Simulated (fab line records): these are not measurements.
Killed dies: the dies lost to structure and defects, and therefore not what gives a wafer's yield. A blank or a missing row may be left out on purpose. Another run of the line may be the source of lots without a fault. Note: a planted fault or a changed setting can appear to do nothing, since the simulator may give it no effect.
Chamber matching :: flow sky130 :: SKY_VIA2_CMP_02 on cmp-02: 4 sister chambers
The step polishes SiO2. 8 wafers are shown with their chamber, then 12 later ones without.

== WAFERS WITH THEIR CHAMBER ==
wafer: L087.5
chamber: 1
motorCurrentA (A): 12.7

wafer: L091.6
chamber: 3
motorCurrentA (A): 13.8

wafer: L093.3
chamber: 3
motorCurrentA (A): 13.3

wafer: L093.4
chamber: 2
motorCurrentA (A): 15.3

wafer: L094.3
chamber: 1
motorCurrentA (A): 13.8

wafer: L096.1
chamber: 0
motorCurrentA (A): 11.5

wafer: L096.4
chamber: 2
motorCurrentA (A): 15.1

wafer: L096.5
chamber: 0
motorCurrentA (A): 11.6

== WAFERS WITHOUT THEIR CHAMBER ==
wafer: L096.2
motorCurrentA (A): 12.8

wafer: L096.3
motorCurrentA (A): 13.7

wafer: L096.6
motorCurrentA (A): 12.6

wafer: L095.2
motorCurrentA (A): 12.4

wafer: L095.3
motorCurrentA (A): 13.4

wafer: L095.4
motorCurrentA (A): 10.8

wafer: L095.1
motorCurrentA (A): 14.9

wafer: L095.5
motorCurrentA (A): 13.5

wafer: L095.6
motorCurrentA (A): 11.6

wafer: L097.1
motorCurrentA (A): 15.2

wafer: L097.2
motorCurrentA (A): 13.2

wafer: L097.5
motorCurrentA (A): 11.5

== CHAMBER TAKEN BY EACH ==
wafer: L096.2
from the rows above: can't be placed: 1 or 3 or 0
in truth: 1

wafer: L096.3
from the rows above: can't be placed: 3 or 1
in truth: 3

wafer: L096.6
from the rows above: can't be placed: 1 or 3 or 0
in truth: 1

wafer: L095.2
from the rows above: can't be placed: 0 or 1 or 3
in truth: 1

wafer: L095.3
from the rows above: can't be placed: 1 or 3
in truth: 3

wafer: L095.4
from the rows above: 0
in truth: 0

wafer: L095.1
from the rows above: 2
in truth: 2

wafer: L095.5
from the rows above: can't be placed: 3 or 1
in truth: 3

wafer: L095.6
from the rows above: 0
in truth: 0

wafer: L097.1
from the rows above: 2
in truth: 2

wafer: L097.2
from the rows above: can't be placed: 1 or 3
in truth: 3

wafer: L097.5
from the rows above: 0
in truth: 0
5 of 12 placed correctly. Can't be placed from these rows: 7 (the true chamber is among the candidates in 7). Number placed wrongly: 0.
How it was worked out, from the rows above alone: a wafer's distance from a chamber is the root of the sum, over the readings, of the square of ((its reading less the chamber's mean) divided by the reading's scatter). The wafer belongs to the nearest chamber; if the next one is less than 2 further off, it can't be placed. A chamber's mean is the mean of its shown wafers. The scatter: the root of (the sum of the squares of (reading less its chamber's mean) over the shown wafers, divided by (wafers less chambers)).
